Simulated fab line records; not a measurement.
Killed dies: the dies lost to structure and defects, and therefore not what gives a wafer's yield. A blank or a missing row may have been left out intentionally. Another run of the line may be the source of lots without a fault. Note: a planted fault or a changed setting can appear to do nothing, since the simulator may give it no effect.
Struck lot and sound lot, side by side    flow gf180mcu    37 steps out of a route of 602
Sound: wafers L364.1, L364.4, L364.6. Struck: wafer L355.3 (L355.2, L355.4, from the same lot, were not struck and are left out); the cause is given at the end.
Each step with rows lists, per side, the tool, then ch with its chambers, then its first start. Under that, the readings that differ: sound wafers    struck wafers    difference of the means    sigmas: that difference in standard deviations of wafers without a fault.
alike: words and numbers the same on both sides, and readings whose means are apart by under 2 such deviations; not compared: readings that were withheld, readings missing a value for some wafer, numbers with overlapping values and no deviation given by the record, and bounds like >300 which may hide the same value.
The two part at a step that has a row with sigmas, a row that says differs or no value, or rows on one side only. Numbers that don't overlap but have no deviation are shown without sigmas and don't part them. A reading that every wafer of one side lacks parts them only if that side has two wafers or more.

first, 2 steps without rows for these wafers: GF_M3_PEB_12 (peb time 90 s); GF_M3_DEVELOP_13 (develop time 60 s).
GF_M3_CD_MEAS_14: the cd target is 280 nm.
  sound: cd sem-01 at day 26 01:37; struck: cd sem-02 at day 22 18:34
  alike: cd nm
GF_M3_OVL_MEAS_15:
  sound: overlay-01 at day 26 01:44; struck: overlay-02 at day 22 18:40
  alike: M3_OVL
GF_M3_METAL_ETCH_16: etches the open film in Cl2/BCl3, stops on SiO2, target depth 627.5 nm, time 104.6 s.
  sound on rie metal-01 ch 0,1, day 26 01:46; struck on rie metal-02 ch 1, day 22 18:42
  alike: drypump motor current A, oes product au, throttle valve pct
  not compared: rf hours counter h
then, 4 steps without rows for these wafers: GF_M3_STRIP_17 (strips in O2/N2); GF_M3_STRIP_18 (strips in post etch residue remover, time 1200 s); GF_M3_CLEAN_19 (cleans in DIW); GF_V3_CVD_00 (deposits SiO2, target thk 600 nm, time 100 s).
GF_V3_THK_MEAS_01:
  sound: film metro-03 at day 26 02:29; struck: film metro-03 at day 22 19:26
  alike: V3_CVD_00_THK
then, 1 step without rows for these wafers: GF_V3_CVD_02 (deposits SiO2 from TEOS, target thk 850 nm, time 94.851 s).
GF_V3_THK_MEAS_03:
  sound: film metro-03 at day 26 02:37; struck: film metro-03 at day 22 19:34
  alike: V3_CVD_02_THK
GF_V3_CMP_04: polishes SiO2.
  sound on cmp-02 ch 1,2, day 26 02:44; struck on cmp-02 ch 0, day 22 19:37
reading                              sound              struck  difference  sigmas
time to endpoint s (s)               76 78 86           15      -65         -12
model.SiO2_of_V3_CVD_02.thk nm (nm)  633.2 632.7 634.1  786.9   +153.6      
  alike: motor current A
GF_V3_BOW_MEAS_05:
  sound: film metro-03 at day 26 02:59; struck: film metro-03 at day 22 19:56
reading      sound        struck  difference  sigmas
V3_BOW (um)  118 105 118  132     +18         +2
then, 8 steps without rows for these wafers: GF_V3_DEHYDRATE_06 (time 60 s); GF_V3_HMDS_07 (prime time 60 s); GF_V3_COAT_08; GF_V3_COAT_09 (resist thk 1000 nm); GF_V3_SOFTBAKE_10 (time 60 s); GF_V3_EXPOSE_11 (exposes mask Via3, target cd 260 nm); GF_V3_PEB_12 (peb time 90 s); GF_V3_DEVELOP_13 (develop time 60 s).
GF_V3_CD_MEAS_14: the cd target is 260 nm.
  sound: cd sem-02 at day 26 23:50; struck: cd sem-01 at day 23 18:31
  alike: cd nm
GF_V3_OVL_MEAS_15:
  sound: overlay-01 at day 26 23:58; struck: overlay-01 at day 23 18:37
reading      sound     struck  difference  sigmas
V3_OVL (nm)  -1 -3 -1  16      +18         +3
GF_V3_ETCH_16: etches BARC in N2/H2.
  sound on rie diel-02 ch 0,3, day 27 00:00; struck on rie diel-03 ch 0, day 23 18:39
reading                 sound                 struck  difference  sigmas
throttle valve pct (%)  13.221 13.230 13.244  13.202  -0.030      -3
  alike: drypump motor current A, oes product au
GF_V3_ETCH_17: etches SiO2 in C4F8/O2/Ar, stops on TiN, target depth 635 nm.
  sound: rie diel-02 ch 0,3; struck: rie diel-03 ch 0
reading                         sound              struck  difference  sigmas
oes product au (a.u.)           0.860 0.853 0.862  0.968   +0.110      +24
model.etch.depth nm (nm)        633.2 632.7 634.1  786.9   +153.6      
model.V3.feature depth nm (nm)  633.2 632.7 634.1  786.9   +153.6      
GF_V3_STRIP_18: strips in O2/N2.
  sound on plasma asher-01 ch 0,1, day 27 00:08; struck on plasma asher-04 ch 0, day 23 18:47
  alike: drypump motor current A, heater power w, oes product au
  not compared: rf hours counter h
then, 4 steps without rows for these wafers: GF_V3_STRIP_19 (strips in post etch residue remover, time 1200 s); GF_V3_CLEAN_20 (cleans in DIW); GF_V3_SPUTTER_21 (material Ti, target thk 15 nm, time 80.02 s); GF_V3_SPUTTER_22 (material TiN, target thk 10 nm, time 40 s).
GF_V3_CVD_23: deposits W, target thk 350 nm, time 104.9 s.
  sound on cvd w-01 ch 0, day 27 00:46; struck on cvd w-01 ch 0, day 23 19:25
  alike: heater power w
GF_V3_RS_MEAS_24: measurement is done with a four-point probe.
  sound: film metro-04 at day 27 00:53; struck: film metro-04 at day 23 19:33
  alike: V3_W_RS
GF_V3_THK_MEAS_25: measures by xrf.
  sound: film metro-04 at day 27 01:00; struck: film metro-04 at day 23 19:40
  alike: V3_W_THK
GF_V3_CMP_26: polishes, stops on SiO2, t overpolish 15 s, target thk 0 nm.
  sound on cmp-01 ch 0,3, day 27 01:07; struck on cmp-02 ch 2, day 23 19:43
reading                              sound            struck  difference  sigmas
model.SiO2_of_V3_CVD_02.thk nm (nm)  629.4 629 630.3  783.1   +153.5      
  alike: motor current A
GF_M4_SPUTTER_00: material Ti, target thk 37.5 nm, time 150 s.
  sound: pvd sputter-01 at day 27 01:22; struck: pvd sputter-02 at day 23 20:01
reading                 sound           struck  difference  sigmas
throttle valve pct (%)  30.2 30.1 31.4  28.5    -2.1        -3
-- the record jumps here: 6 days lie between the struck wafers' starts before and after (it left off in module M4 and takes up again in module PASSIVATION, whose first step shown is number 602 of the route) --
GF_PASSIVATION_PROBE_99:
  sound: prober-01 at day 32 21:03; struck: prober-02 at day 30 05:33
reading                                sound                struck  difference  sigmas
model.etest.via3 chain.rc ohm          6.342 6.364 6.563    8.313   +1.890      
model.etest.met4 comb.leak log10 a um  -11.68 -11.7 -11.66  -10.8   +0.9        

## WHERE THEY PART
First at GF_V3_CMP_04; last, within this record, at GF_M4_SPUTTER_00.

WHY: what the simulator had put in
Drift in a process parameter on cmp-02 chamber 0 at GF_V3_CMP_04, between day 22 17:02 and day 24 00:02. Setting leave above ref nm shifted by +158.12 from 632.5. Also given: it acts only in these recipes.
